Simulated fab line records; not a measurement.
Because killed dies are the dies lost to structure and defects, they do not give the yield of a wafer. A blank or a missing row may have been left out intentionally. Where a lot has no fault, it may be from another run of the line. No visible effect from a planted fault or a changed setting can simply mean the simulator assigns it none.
Chamber matching | flow sky130 | cmp-01 running SKY_FIELD_ISO_CMP_27: 4 sister chambers
The step polishes, stops on Si3N4, t overpolish 16 s, target thk 457.8 nm. 4 wafers are shown with their chamber, then 9 later ones without.

WAFERS PAIRED WITH THEIR CHAMBERS
wafer  | chamber | motor_current_A (A)
L084.5 | 0       | 15.1
L087.1 | 3       | 10.5
L087.3 | 1       | 11.8
L087.5 | 2       | 12.5

WAFERS WITHOUT THEIR CHAMBER
wafer  | motor_current_A (A)
L089.1 | 13.0
L089.2 | 15.3
L089.4 | 12.0
L090.2 | 11.5
L090.3 | 13.3
L090.6 | 15.0
L094.1 | 15.5
L094.5 | 15.6
L094.6 | 11.7

CHAMBER TAKEN BY EACH
wafer  | from the rows above          | in truth
L089.1 | can't be placed: 2 or 1      | 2
L089.2 | 0                            | 0
L089.4 | can't be placed: 1 or 2      | 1
L090.2 | can't be placed: 1 or 2 or 3 | 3
L090.3 | can't be placed: 2 or 1      | 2
L090.6 | 0                            | 0
L094.1 | 0                            | 0
L094.5 | 0                            | 0
L094.6 | can't be placed: 1 or 2      | 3
Correctly placed: 4 of 9. Can't be placed from these rows: 5 (the true chamber is among the candidates in 4). Number placed wrongly: 0.
How it was worked out, from the rows above alone: a wafer's distance from a chamber is the root of the sum, over the readings, of the square of ((its reading less the chamber's mean) divided by the reading's scatter). If the next closest chamber is less than 2 further off than the closest, the wafer can't be placed; otherwise it belongs to the closest. For every chamber, the mean is computed from those of its wafers that are shown. The scatter: root of mean squared gap, hidden wafer to nearest shown wafer, with one shown wafer a chamber.
